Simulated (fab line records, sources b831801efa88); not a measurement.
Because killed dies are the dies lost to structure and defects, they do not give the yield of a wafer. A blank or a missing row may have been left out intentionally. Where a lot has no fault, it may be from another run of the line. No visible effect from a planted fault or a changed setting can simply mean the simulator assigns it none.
Which tool was responsible? + flow gf180mcu + Sampling: 11 lots, 33 wafers, 6 of 602 route steps

## WHAT THE GAUGES READ, wafer by wafer
GF_CONTACT_RS_MEAS_25: a four-point-probe measurement.
| lot  | measured     | on           | CONTACT_W_RS (ohm/sq)               |
|------|--------------|--------------|-------------------------------------|
| L733 | day 16 06:50 | filmMetro-03 | 0.384 0.386 0.382                   |
| L735 | day 16 19:31 | filmMetro-02 | 0.394 0.391 0.390                   |
| L736 | day 17 04:29 | filmMetro-02 | 0.388 0.389 0.388                   |
| L742 | day 19 08:50 | filmMetro-03 | 0.385 0.387 0.385                   |
| L743 | day 20 02:47 | filmMetro-03 | 0.387 0.385 0.385                   |
| L747 | day 21 11:26 | filmMetro-04 | 0.387 0.435 0.393 0.386 0.436 0.393 |
| L748 | day 21 18:41 | filmMetro-02 | 0.389 0.385 0.386                   |
| L749 | day 21 23:17 | filmMetro-02 | 0.387 0.436 0.386 0.386 0.435 0.387 |
| L750 | day 22 09:10 | filmMetro-02 | 0.430 0.386 0.423 0.429 0.386 0.424 |
| L755 | day 24 08:46 | filmMetro-03 | 0.385 0.388 0.388                   |
| L756 | day 24 16:41 | filmMetro-04 | 0.389 0.389 0.387                   |

GF_CONTACT_THK_MEAS_26: measures by xrf.
| lot  | measured     | on           | CONTACT_W_THK (nm)      |
|------|--------------|--------------|-------------------------|
| L733 | day 16 06:57 | filmMetro-03 | 292 293 293             |
| L735 | day 16 19:38 | filmMetro-02 | 281 282 282             |
| L736 | day 17 04:35 | filmMetro-02 | 288 286 289             |
| L742 | day 19 08:56 | filmMetro-03 | 294 292 294             |
| L743 | day 20 02:53 | filmMetro-03 | 289 291 290             |
| L747 | day 21 14:22 | filmMetro-04 | 295 262 293 296 262 291 |
| L748 | day 21 18:48 | filmMetro-02 | 283 287 288             |
| L749 | day 22 03:38 | filmMetro-02 | 287 255 285 286 256 286 |
| L750 | day 22 13:13 | filmMetro-02 | 259 287 261 258 287 263 |
| L755 | day 24 08:53 | filmMetro-03 | 294 293 292             |
| L756 | day 24 16:48 | filmMetro-04 | 289 291 291             |

## WHAT TOOL EACH LOT RAN ON (gives the tool, then ch and the chambers of the sampled wafers, and finally the start)
| lot  | GF_CONTACT_ETCH_16                | GF_CONTACT_STRIP_18                 | GF_CONTACT_SPUTTER_22       | GF_CONTACT_CVD_24            |
|------|-----------------------------------|-------------------------------------|-----------------------------|------------------------------|
| L733 | rieDiel-04 ch 0,3, day 16 06:10   | plasmaAsher-03 ch 0, day 16 06:20   | pvdSputter-01, day 16 06:38 | cvdW-02 ch 1, day 16 06:44   |
| L735 | rieDiel-01 ch 0,2, day 16 18:50   | plasmaAsher-04 ch 0,1, day 16 19:00 | pvdSputter-04, day 16 19:18 | cvdW-02 ch 0,1, day 16 19:24 |
| L736 | rieDiel-04 ch 0,3, day 17 03:47   | plasmaAsher-03 ch 0,1, day 17 03:59 | pvdSputter-02, day 17 04:15 | cvdW-02 ch 0,1, day 17 04:23 |
| L742 | rieDiel-04 ch 0,1,2, day 19 08:08 | plasmaAsher-03 ch 0,1, day 19 08:20 | pvdSputter-01, day 19 08:35 | cvdW-02 ch 0,1, day 19 08:43 |
| L743 | rieDiel-01 ch 1,2, day 20 02:04   | plasmaAsher-01 ch 0,1, day 20 02:16 | pvdSputter-04, day 20 02:31 | cvdW-01 ch 0,1, day 20 02:40 |
| L747 | rieDiel-01 ch 0,1,2, day 21 10:44 | plasmaAsher-04 ch 0, day 21 10:53   | pvdSputter-02, day 21 11:13 | cvdW-02 ch 0,1, day 21 11:19 |
| L748 | rieDiel-04 ch 0,1,3, day 21 17:55 | plasmaAsher-03 ch 0, day 21 18:04   | pvdSputter-01, day 21 18:29 | cvdW-01 ch 0,1, day 21 18:35 |
| L749 | rieDiel-04 ch 0,1,3, day 21 22:32 | plasmaAsher-01 ch 0,1, day 21 22:41 | pvdSputter-02, day 21 23:05 | cvdW-02 ch 0,1, day 21 23:11 |
| L750 | rieDiel-04 ch 1,2,3, day 22 08:29 | plasmaAsher-04 ch 0,1, day 22 08:38 | pvdSputter-04, day 22 08:58 | cvdW-02 ch 0,1, day 22 09:04 |
| L755 | rieDiel-03 ch 0,3, day 24 08:05   | plasmaAsher-04 ch 0,1, day 24 08:14 | pvdSputter-02, day 24 08:33 | cvdW-01 ch 0,1, day 24 08:39 |
| L756 | rieDiel-04 ch 0,1,2, day 24 15:55 | plasmaAsher-03 ch 0,1, day 24 16:04 | pvdSputter-02, day 24 16:23 | cvdW-01 ch 0, day 24 16:29   |
- GF_CONTACT_ETCH_16: etches BARC in N2/H2.
- GF_CONTACT_STRIP_18: strips in O2/N2.
- GF_CONTACT_SPUTTER_22: material Ti, target thk 15 nm, time 80.02 s.
- GF_CONTACT_CVD_24: deposits W, target thk 300 nm, time 90.339 s.

## WHAT THE TOOLS THEMSELVES READ (means of the sampled wafers that have a number; where no wafer has one, the mark that the record gives instead)
GF_CONTACT_ETCH_16.
| lot  | tool       | drypumpMotorCurrentA (A) | n2FlowSccm (sccm) | oesProductAu (a.u.) | throttleValvePct (%) |
|------|------------|--------------------------|-------------------|---------------------|----------------------|
| L733 | rieDiel-04 | 6.1                      | 99.81             | 0.856               | 13.225               |
| L735 | rieDiel-01 | 5.0                      | 100.17            | 0.856               | 13.218               |
| L736 | rieDiel-04 | 6.1                      | 100.37            | 0.857               | 13.223               |
| L742 | rieDiel-04 | 5.9                      | 100.05            | 0.855               | 13.215               |
| L743 | rieDiel-01 | 5.8                      | 99.77             | 0.853               | 13.233               |
| L747 | rieDiel-01 | 5.6                      | 99.80             | 0.848               | 13.219               |
| L748 | rieDiel-04 | 5.9                      | 100.10            | 0.854               | 13.224               |
| L749 | rieDiel-04 | 5.9                      | 99.90             | 0.850               | 13.237               |
| L750 | rieDiel-04 | 5.7                      | 100.00            | 0.851               | 13.225               |
| L755 | rieDiel-03 | 5.4                      | 99.98             | 0.852               | 13.215               |
| L756 | rieDiel-04 | 5.9                      | 100.04            | 0.858               | 13.221               |

GF_CONTACT_STRIP_18.
| lot  | tool           | drypumpMotorCurrentA (A) | heaterPowerW (W) | n2FlowSccm (sccm) | oesProductAu (a.u.) |
|------|----------------|--------------------------|------------------|-------------------|---------------------|
| L733 | plasmaAsher-03 | 6.1                      | 268              | 300.6             | 0.577               |
| L735 | plasmaAsher-04 | 6.0                      | 324              | 300.6             | 0.582               |
| L736 | plasmaAsher-03 | 5.9                      | 310              | 300.6             | 0.582               |
| L742 | plasmaAsher-03 | 5.9                      | 317              | 300.9             | 0.578               |
| L743 | plasmaAsher-01 | 5.9                      | 331              | 301.2             | 0.577               |
| L747 | plasmaAsher-04 | 6.2                      | 313              | 299.4             | 0.585               |
| L748 | plasmaAsher-03 | 6.1                      | 281              | 297.5             | 0.585               |
| L749 | plasmaAsher-01 | 5.8                      | 331              | 300.2             | 0.582               |
| L750 | plasmaAsher-04 | 5.7                      | 336              | 299.6             | 0.575               |
| L755 | plasmaAsher-04 | 5.7                      | 328              | 300.6             | 0.581               |
| L756 | plasmaAsher-03 | 5.9                      | 320              | 300.9             | 0.578               |

GF_CONTACT_SPUTTER_22.
| lot  | tool          | throttleValvePct (%) |
|------|---------------|----------------------|
| L733 | pvdSputter-01 | 29.6                 |
| L735 | pvdSputter-04 | 30.9                 |
| L736 | pvdSputter-02 | 30.2                 |
| L742 | pvdSputter-01 | 29.9                 |
| L743 | pvdSputter-04 | 29.9                 |
| L747 | pvdSputter-02 | 31.0                 |
| L748 | pvdSputter-01 | 30.4                 |
| L749 | pvdSputter-02 | 30.3                 |
| L750 | pvdSputter-04 | 30.0                 |
| L755 | pvdSputter-02 | 30.3                 |
| L756 | pvdSputter-02 | 30.6                 |

GF_CONTACT_CVD_24.
| lot  | tool    | heaterPowerW (W) | susceptorTempC (C) |
|------|---------|------------------|--------------------|
| L733 | cvdW-02 | 972              | 400.04             |
| L735 | cvdW-02 | 832              | 400.12             |
| L736 | cvdW-02 | 830              | 400.05             |
| L742 | cvdW-02 | 839              | 400.11             |
| L743 | cvdW-01 | 953              | 400.16             |
| L747 | cvdW-02 | 881              | 398.10             |
| L748 | cvdW-01 | 952              | 400.03             |
| L749 | cvdW-02 | 874              | 397.93             |
| L750 | cvdW-02 | 816              | 395.81             |
| L755 | cvdW-01 | 977              | 400.00             |
| L756 | cvdW-01 | 1035             | 399.89             |

## THE ANSWER, worked out from the rows above alone
Rule: what is usual is taken from the lots themselves. The widest of any qualifying gaps counts: lots, ordered by their means at a reading, are off when they make up no more than a third of the lots, leave a main group of 4 or more, and stand apart from it by 3 or more times the standard deviation of that group's means. Not used: any main group whose means are identical at the precision the tables above print for the reading. Also off: a lot with no number at a reading for which 4 or more lots have one. All remaining lots with rows at the step are treated as sound. Order of review: gauges by route order, followed by the tools' own readings, for which a lot's mean as printed above is used. The first step at which some lot is off is used, and at that step the reading that is off furthest; a lot without a number counts as furthest.
Off: at GF_CONTACT_RS_MEAS_25 (CONTACT_W_RS), L747, L749, L750. The main group has a mean of 0.387 ohm/sq with a standard deviation of 0.0022.
A tool fits if, at a process step before that reading, it ran every lot that is off, and no sound lot after the first of them. The gauges at GF_CONTACT_RS_MEAS_25 aren't tried: what is off there is off at GF_CONTACT_CVD_24 too, on other tools, and a gauge's error can't cause that. One fits: GF_CONTACT_CVD_24 on cvdW-02. A fault onset in the window from L742 (day 19 08:43, its last sound lot) to L747 (day 21 11:19, its first lot off) fits.
On the lots that are off, the tool's own readings at GF_CONTACT_CVD_24 differ by more than 5 times the standard deviation of the sound lots' means, which bears it out; susceptorTempC reads 397.28 C there versus 400.05 C on the sound lots.

## WHAT THE SIMULATOR HAD PUT IN
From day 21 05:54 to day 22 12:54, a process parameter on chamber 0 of cvdW-02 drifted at GF_CONTACT_CVD_24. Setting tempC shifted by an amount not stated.
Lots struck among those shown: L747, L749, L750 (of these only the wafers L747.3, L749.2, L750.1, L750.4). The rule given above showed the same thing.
